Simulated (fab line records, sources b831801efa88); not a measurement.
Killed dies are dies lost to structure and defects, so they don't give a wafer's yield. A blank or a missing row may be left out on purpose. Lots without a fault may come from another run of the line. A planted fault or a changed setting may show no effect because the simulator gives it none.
fab line records | flow sky130
record lots=12 wafers=36 last_day=50
route steps=708 shown FIELD_ISO@18 POLY_CUT@319 LI_CONTACT@374 CONTACT@407
lots that met no fault: from a run of the same line without faults
start_h: hours from the record's first day to the start of the lot's first wafer shown | wait_h: hours since the lot's step before | " the same as in the row above | L1.1+2: a row that stands for several wafers | - no value, or no start given | * or withheld: withheld | < > ~ a bound
route shown NAME@n: a module of which the file shows steps, and the number in the route of the first | usual: mean/standard deviation of fault-free wafers | same: alike in all rows | chamber/n: place in a boat | sites: the reading at each site | _std_site: their standard deviation | _edge_site: outer sites' mean less inner sites' | radius_mm: how far each site lies from the wafer's centre | mask NAME#n: copy n | behind: the tool/chamber that last shaped the wafer | hold: why the lot was held/for how many hours/how that ended | device: the transistor (n, p or np) that didn't switch | end of line: the same wafers' tests at the end of the route | a step without rows: its recipe alone | killed: dies lost to structure and defects at the first sort, not the wafer's yield | map: a wafer's dies, x killed, . not, _ none there
set.NAME: the setting as run; set.NAME@STEP: as run at that earlier step | model.NAME: the simulator's own value behind a step, which no gauge read
steps of the route over a sample of lots; a table a step, a row a wafer
services: from which hour (start_h, from the record's first day; less than 0 if before it) a tool's chamber was out of use, for how many hours, and why
## steps
# step SKY_FIELD_ISO_ETCH_17
# recipe target_depth_a=3420 mask_material=Si3N4 chemistry=HBr/Cl2/O2 target=Si taper_deg=5 icp_w=607.2 bias_w=150 pressure_mtorr=15 HBr_flow_sccm=150 Cl2_flow_sccm=40 O2_flow_sccm=6 time_s=97.7
# usual drypump_motor_current_A=5.8/0.45 oes_product_au=1.001/0.0096 run_length_s=126.1/0.4 throttle_valve_pct=25.656/0.011
# columns lot.wafer tool chamber start_h wait_h drypump_motor_current_A oes_product_au rf_hours_counter_h run_length_s throttle_valve_pct
L621.1 rie_si-01 0 31.94 0.1 5.4 0.990 77 126.2 25.643
L621.2 " 1 " " 5.7 1.000 103 126.4 25.640
L621.5 " 3 " " 6.2 0.994 - 125.3 25.656
L622.2 rie_si-02 1 33.00 0.1 6.6 1.004 67 126.2 25.639
L622.3 " 3 " " 5.7 0.983 1 125.6 25.668
L622.6 " 0 " " 5.4 0.994 - 126.5 25.661
L623.3 rie_si-01 3 38.50 0.0 6.2 0.997 136 125.7 25.661
L623.5 " 0 " " 5.4 0.990 - 126.4 25.657
L623.6 " 3 " " 6.2 1.001 - 125.5 25.646
L625.1 rie_si-01 1 50.79 0.1 5.7 1.000 103 126.8 25.661
L625.4 " 0 " " 5.4 0.985 77 125.9 25.641
L625.6 " 3 " " 6.2 1.015 - 125.5 25.663
L627.3 rie_si-02 1 59.84 0.0 6.6 1.001 67 126.0 25.661
L627.4 " 0 " " 5.4 1.000 135 127.0 25.663
L627.5 " 2 " " 6.6 0.997 - 126.6 25.664
L628.1 rie_si-02 3 65.04 0.1 5.7 0.993 1 125.5 25.662
L628.2 " 2 " " 6.5 0.993 3 126.1 25.652
L628.3 " 0 " " 5.4 1.008 135 126.7 25.648
L629.1 rie_si-02 3 71.29 0.1 5.7 0.997 1 125.7 25.662
L629.3 " 0 " " 5.4 1.001 135 126.6 25.639
L629.5 " 3 " " 5.7 0.993 - 125.9 25.644
L630.4 rie_si-01 0 77.09 0.0 5.4 0.986 77 125.8 25.669
L630.5 " 2 " " 5.6 1.001 - 125.9 25.649
L630.6 " 1 " " 5.6 1.007 - 126.4 25.649
L636.1 rie_si-01 0 108.34 0.1 5.4 1.005 78 126.0 25.653
L636.2 " 3 " " 6.1 1.012 136 125.9 25.661
L636.4 " 2 " " 5.5 1.003 49 126.3 25.674
L638.3 rie_si-02 0 117.65 0.0 5.4 0.999 135 126.8 25.654
L638.4 " 3 " " 5.7 0.996 2 133.9 25.665
L638.6 " 3 " " 5.7 0.994 - 133.6 25.659
L643.2 rie_si-01 2 143.44 0.1 5.5 1.012 49 126.3 25.641
L643.3 " 0 " " 5.4 0.989 78 126.1 25.671
L643.4 " 2 " " 5.5 0.996 - 125.9 25.662
L644.1 rie_si-01 1 149.89 0.1 5.7 1.005 104 126.7 25.670
L644.3 " 0 " " 5.4 0.992 78 125.8 25.667
L644.4 " 1 " " 5.7 1.015 - 126.4 25.643
# step SKY_POLY_CUT_STRIP_12
# recipe chemistry=O2/N2 power_w=1400 pressure_mtorr=1500 platen_temp_c=withheld o2_flow_sccm=3000 n2_flow_sccm=300 overash_fraction=0.5
# usual drypump_motor_current_A=5.7/0.47 oes_product_au=0.452/0.005 strip_time_to_endpoint_s=5.357/0.018
# columns lot.wafer tool chamber start_h wait_h drypump_motor_current_A oes_product_au rf_hours_counter_h strip_time_to_endpoint_s
L621.1 plasma_asher-03 0 554.58 0.0 6.3 0.452 87 5.353
L621.2 " 1 " " 5.4 0.450 87 5.352
L621.5 " 1 " " 5.4 0.455 - 5.343
L622.2 plasma_asher-03 0 560.91 0.0 6.3 0.444 87 5.372
L622.3 " 0 " " 6.3 0.460 - 5.341
L622.6 " 0 " " 6.3 0.445 - 5.338
L623.3 plasma_asher-03 0 572.80 0.1 6.3 0.445 - 5.352
L623.5 " 0 " " 6.3 0.458 - 5.369
L623.6 " 1 " " 5.4 0.456 - 5.361
L625.1 plasma_asher-01 0 600.07 0.0 5.1 0.450 47 5.372
L625.4 " 0 " " 5.1 0.455 - 5.359
L625.6 " 1 " " 5.6 0.455 - 5.362
L627.3 plasma_asher-02 1 618.10 0.1 5.8 0.451 - 5.377
L627.4 " 0 " " 6.4 0.462 - 5.403
L627.5 " 0 " " 6.4 0.450 - 5.374
L628.1 plasma_asher-02 0 624.96 0.0 6.4 0.452 78 5.334
L628.2 " 1 " " 5.8 0.459 78 5.323
L628.3 " 1 " " 5.8 0.450 - 5.325
L629.1 plasma_asher-01 0 631.17 0.0 5.1 0.448 49 5.372
L629.3 " 1 " " 5.6 0.455 - 5.370
L629.5 " 0 " " 5.1 0.462 - 5.381
L630.4 plasma_asher-03 1 635.65 0.1 5.4 0.459 - 5.378
L630.5 " 1 " " 5.4 0.451 - 5.358
L630.6 " 0 " " 6.3 0.450 - 5.372
L636.1 plasma_asher-03 1 685.21 0.0 5.4 0.447 100 5.386
L636.2 " 0 " " 6.3 0.466 100 5.375
L636.4 " 0 " " 6.3 0.461 - 5.381
L638.3 plasma_asher-01 0 702.10 0.1 5.1 0.443 - 5.331
L638.4 " 1 " " 5.6 0.447 - 5.344
L638.6 " 1 " " 5.6 0.449 - 5.349
L643.2 plasma_asher-01 0 738.81 0.0 5.0 0.451 60 5.335
L643.3 " 1 " " 5.6 0.455 - 5.328
L643.4 " 0 " " 5.0 0.444 - 5.320
L644.1 plasma_asher-01 0 744.91 0.0 5.1 0.455 61 5.349
L644.3 " 0 " " 5.1 0.454 - 5.336
L644.4 " 1 " " 5.6 0.450 - 5.347
# step SKY_LI_CONTACT_CD_MEAS_12
# recipe target_cd_nm=170
# usual cd_nm=169.8/1.7
# columns lot.wafer tool chamber start_h wait_h cd_nm
L621.1 cd_sem-02 - 673.58 - 169.0
L621.2 " - " " 167.2
L621.5 " - " " 167.6
L622.2 cd_sem-02 - 679.40 - 171.8
L622.3 " - " " 171.3
L622.6 " - " " 172.2
L623.3 cd_sem-02 - 691.01 - 170.2
L623.5 " - " " 169.5
L623.6 " - " " 168.8
L625.1 cd_sem-02 - 715.18 - 169.1
L625.4 " - " " 168.2
L625.6 " - " " 169.3
L627.3 cd_sem-01 - 732.61 - 164.5
L627.4 " - " " 165.8
L627.5 " - " " 166.1
L628.1 cd_sem-01 - 737.93 - 170.1
L628.2 " - " " 170.9
L628.3 " - " " 170.5
L629.1 cd_sem-02 - 746.03 - 169.4
L629.3 " - " " 168.0
L629.5 " - " " 167.5
L630.4 cd_sem-01 - 749.89 - 171.6
L630.5 " - " " 171.6
L630.6 " - " " 172.4
L636.1 cd_sem-02 - 795.63 - 170.4
L636.2 " - " " 169.8
L636.4 " - " " 170.8
L638.3 cd_sem-01 - 811.47 - 171.9
L638.4 " - " " 171.7
L638.6 " - " " 173.2
L643.2 cd_sem-01 - 846.49 - 169.7
L643.3 " - " " 169.7
L643.4 " - " " 169.3
L644.1 cd_sem-02 - 851.83 - 169.9
L644.3 " - " " 169.7
L644.4 " - " " 169.0
# step SKY_CONTACT_THK_MEAS_01
# recipe reads=Si3N4_of_CONTACT_CVD_00
# usual CONTACT_CVD_00_THK=75.0/1.2
# columns lot.wafer tool chamber start_h wait_h CONTACT_CVD_00_THK[nm]
L621.1 film_metro-02 - 704.79 - 75.8
L621.2 " - " " 76.0
L621.5 " - " " 76.5
L622.2 film_metro-02 - 709.48 - 74.9
L622.3 " - " " 74.4
L622.6 " - " " 73.8
L623.3 film_metro-02 - 720.99 - 74.3
L623.5 " - " " 74.9
L623.6 " - " " 75.0
L625.1 film_metro-02 - 744.49 - 74.0
L625.4 " - " " 75.7
L625.6 " - " " 74.8
L627.3 film_metro-01 - 762.60 - 76.6
L627.4 " - " " 76.6
L627.5 " - " " 76.3
L628.1 film_metro-02 - 767.82 - 74.9
L628.2 " - " " 75.1
L628.3 " - " " 74.7
L629.1 film_metro-02 - 774.93 - 73.6
L629.3 " - " " 73.7
L629.5 " - " " 74.0
L630.4 film_metro-01 - 779.36 - 74.3
L630.5 " - " " 74.6
L630.6 " - " " 73.1
L636.1 film_metro-02 - 823.88 - 75.6
L636.2 " - " " 74.7
L636.4 " - " " 77.7
L638.3 film_metro-02 - 840.66 - 75.9
L638.4 " - " " 77.1
L638.6 " - " " 77.4
L643.2 film_metro-02 - 874.99 - 72.9
L643.3 " - " " 73.7
L643.4 " - " " 73.7
L644.1 film_metro-04 - 880.37 - 73.9
L644.3 " - " " 73.6
L644.4 " - " " 76.5
## services
# columns tool chamber start_h hours kind
plasma_asher-01 - 108.75 9.0 pm
plasma_asher-01 - 121.61 2.8 pm
plasma_asher-01 - 124.45 1.0 repair
rie_si-01 - 136.36 0.2 repair
rie_si-02 - 148.29 0.5 repair
rie_si-01 1 151.41 6.0 repair
rie_si-02 - 190.15 0.9 repair
plasma_asher-01 - 272.70 4.0 repair
plasma_asher-03 - 281.48 10.5 repair
rie_si-02 1 325.92 10.3 repair
rie_si-02 0 327.76 5.4 repair
rie_si-02 - 329.94 0.2 repair
plasma_asher-01 - 464.44 0.6 repair
rie_si-02 1 523.09 5.9 repair
plasma_asher-01 - 560.41 15.6 pm
rie_si-02 - 575.46 0.5 repair
rie_si-01 2 581.18 4.7 repair
plasma_asher-01 - 604.06 14.6 pm
rie_si-01 3 618.04 6.6 repair
rie_si-01 2 644.82 1.0 repair
rie_si-01 2 646.93 1.4 repair
plasma_asher-03 - 686.24 0.8 repair
rie_si-02 - 693.29 0.9 repair
rie_si-01 - 726.53 14.6 pm
## key
first_sign step=SKY_FIELD_ISO_ETCH_17 reading=run_length_s direction=up sigmas=19 usual=* struck=*
effect none on later readings
met_at SKY_FIELD_ISO_ETCH_17
struck_lots L638
struck_wafers L638.4,L638.6
tester_left_out L638
not_acting_at SKY_POLY_CUT_STRIP_12,SKY_LI_CONTACT_CD_MEAS_12,SKY_CONTACT_THK_MEAS_01
onset_between 71.29 117.65
fault kind=process_parameter_drift tool=rie_si-02 chamber=3 onset_h=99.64 steps=SKY_FIELD_ISO_ETCH_17 channel=time_s offset=* shape=step end_h=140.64 acts_in=* stated=*
# tester_left_out: of these lots the tester's yield and bins aren't shown, on N5 and GAA mostly nor the transistor test; their killed dies are dies lost to structure and defects alone, not to doping, threshold or leakage, so they don't give the yield
